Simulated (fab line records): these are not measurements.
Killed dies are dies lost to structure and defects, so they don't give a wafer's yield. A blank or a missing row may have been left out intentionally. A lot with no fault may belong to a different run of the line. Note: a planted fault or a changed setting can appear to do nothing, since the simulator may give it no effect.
Which tool is to blame? + flow sky130 + Sampling: 12 lots, 36 wafers, 3 of 708 route steps

## WHAT THE GAUGES READ, wafer by wafer
SKY_VT_ADJUST_LVTN_TW_MEAS_10.
| lot  | measured     | on            | VT_ADJUST_LVTN_TW                   |
|------|--------------|---------------|-------------------------------------|
| L854 | day 6 19:02  | film_metro-02 | 239.1 237.5 238.2                   |
| L855 | day 7 07:38  | film_metro-01 | 239.3 239.9 240.1                   |
| L856 | day 7 08:28  | film_metro-01 | 240.4 240.5 241.5                   |
| L860 | day 8 12:40  | film_metro-02 | 239.5 239.4 239.7                   |
| L863 | day 9 03:12  | film_metro-04 | 196.2 196.0 195.6 196.8 195.8 196.3 |
| L867 | day 10 11:25 | film_metro-01 | 196.9 196.4 195.9 196.8 197.2 197.0 |
| L868 | day 10 17:03 | film_metro-01 | 195.6 196.3 195.9 195.4 196.5 196.4 |
| L869 | day 11 02:03 | film_metro-01 | 238.2 237.2 238.0                   |
| L870 | day 11 09:08 | film_metro-02 | 237.2 235.6 237.7                   |
| L871 | day 11 15:04 | film_metro-01 | 237.8 237.3 238.2                   |
| L875 | day 12 12:51 | film_metro-02 | 238.0 237.3 237.9                   |
| L877 | day 13 08:05 | film_metro-02 | 237.9 238.1 238.4                   |

SKY_CONTACT_BOW_MEAS_05.
| lot  | measured     | on            | CONTACT_BOW (um) |
|------|--------------|---------------|------------------|
| L854 | day 30 04:44 | film_metro-03 | 89 92 84         |
| L855 | day 30 22:10 | film_metro-04 | 84 89 86         |
| L856 | day 30 23:41 | film_metro-01 | 91 83 73         |
| L860 | day 32 12:06 | film_metro-01 | 75 88 75         |
| L863 | day 33 14:46 | film_metro-03 | 80 84 89         |
| L867 | day 34 15:31 | film_metro-01 | 85 89 79         |
| L868 | day 35 01:24 | film_metro-01 | 84 74 82         |
| L869 | day 35 10:28 | film_metro-04 | 75 85 80         |
| L870 | day 35 18:57 | film_metro-04 | 86 74 71         |
| L871 | day 36 03:18 | film_metro-03 | 94 75 79         |
| L875 | day 37 01:07 | film_metro-04 | 81 81 83         |
| L877 | day 37 20:19 | film_metro-03 | 82 90 77         |

## WHAT TOOL EACH LOT RAN ON (gives the tool, then ch and the chambers of the sampled wafers, and finally the start)
| lot  | SKY_VT_ADJUST_LVTN_IMPLANT_08   |
|------|---------------------------------|
| L854 | implanter-04 ch 0, day 6 18:49  |
| L855 | implanter-04 ch 0, day 7 07:26  |
| L856 | implanter-02 ch 0, day 7 08:13  |
| L860 | implanter-02 ch 0, day 8 12:26  |
| L863 | implanter-02 ch 0, day 9 02:58  |
| L867 | implanter-02 ch 0, day 10 11:11 |
| L868 | implanter-02 ch 0, day 10 16:48 |
| L869 | implanter-01 ch 0, day 11 01:49 |
| L870 | implanter-04 ch 0, day 11 08:53 |
| L871 | implanter-04 ch 0, day 11 14:49 |
| L875 | implanter-04 ch 0, day 12 12:37 |
| L877 | implanter-04 ch 0, day 13 07:50 |
- SKY_VT_ADJUST_LVTN_IMPLANT_08

## WHAT THE TOOLS THEMSELVES READ (means of the sampled wafers that have a number; where no wafer has one, the mark that the record gives instead)
SKY_VT_ADJUST_LVTN_IMPLANT_08.
| lot  | tool         | dose_ions_cm2 | end_station_pressure_torr (Torr) | faraday_current_uA |
|------|--------------|---------------|----------------------------------|--------------------|
| L854 | implanter-04 | 1.5719e+12    | 4.97e-06                         | 8.71               |
| L855 | implanter-04 | 1.5690e+12    | 4.94e-06                         | 9.10               |
| L856 | implanter-02 | 1.5690e+12    | 5.24e-06                         | 9.00               |
| L860 | implanter-02 | 1.5690e+12    | 5.11e-06                         | 8.79               |
| L863 | implanter-02 | 7.6923e+11    | 5.00e-06                         | 4.36               |
| L867 | implanter-02 | 7.6933e+11    | 5.11e-06                         | 4.47               |
| L868 | implanter-02 | 7.6937e+11    | 4.96e-06                         | 4.33               |
| L869 | implanter-01 | 1.5688e+12    | 5.23e-06                         | 8.91               |
| L870 | implanter-04 | 1.5714e+12    | 5.08e-06                         | 8.56               |
| L871 | implanter-04 | 1.5700e+12    | 4.99e-06                         | 8.86               |
| L875 | implanter-04 | 1.5703e+12    | 5.13e-06                         | 8.66               |
| L877 | implanter-04 | 1.5697e+12    | 4.60e-06                         | 8.83               |

## THE ANSWER, worked out from the rows above alone
Rule: what is usual is taken from the lots themselves. The widest of any qualifying gaps counts: lots, ordered by their means at a reading, are off when they make up no more than a third of the lots, leave a main group of 4 or more, and stand apart from it by 3 or more times the standard deviation of that group's means. Not used: any main group whose means are identical at the precision the tables above print for the reading. Also off: a lot with no number at a reading for which 4 or more lots have one. All remaining lots with rows at the step are treated as sound. First the gauges in route order, then the tools' own readings, where a lot's mean is used as printed above. At the first step where some lot is off, the reading lying furthest off is the one used; lots without a number count as furthest.
Off: at SKY_VT_ADJUST_LVTN_TW_MEAS_10 (VT_ADJUST_LVTN_TW), L863, L867, L868. For the main group the mean is 238.5 and the standard deviation 1.2.
A tool fits if, at a process step before that reading, it ran every lot that is off, and no sound lot after the first of them. Not tried: the gauges at SKY_VT_ADJUST_LVTN_TW_MEAS_10; whatever is off there is also off at SKY_VT_ADJUST_LVTN_IMPLANT_08, on other tools, and gauge error can't account for it. One fits: implanter-02 at SKY_VT_ADJUST_LVTN_IMPLANT_08. Its last sound lot is L860 (day 8 12:26), its first lot that is off L863 (day 9 02:58): a fault that began between those two fits.
The tool's own readings at SKY_VT_ADJUST_LVTN_IMPLANT_08 bear it out: on the lots that are off they differ by more than 5 times the standard deviation of the sound lots' means. dose_ions_cm2 reads 7.6931e+11 there against 1.5699e+12 on the sound lots; faraday_current_uA reads 4.39 there against 8.82 on the sound lots.

## WHAT HAD BEEN PUT IN BY THE SIMULATOR
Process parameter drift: implanter-02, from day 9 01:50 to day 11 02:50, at SKY_VT_ADJUST_LVTN_IMPLANT_08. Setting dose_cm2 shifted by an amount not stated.
Lots struck among those shown: L863, L867, L868. The rule given above showed the same thing.
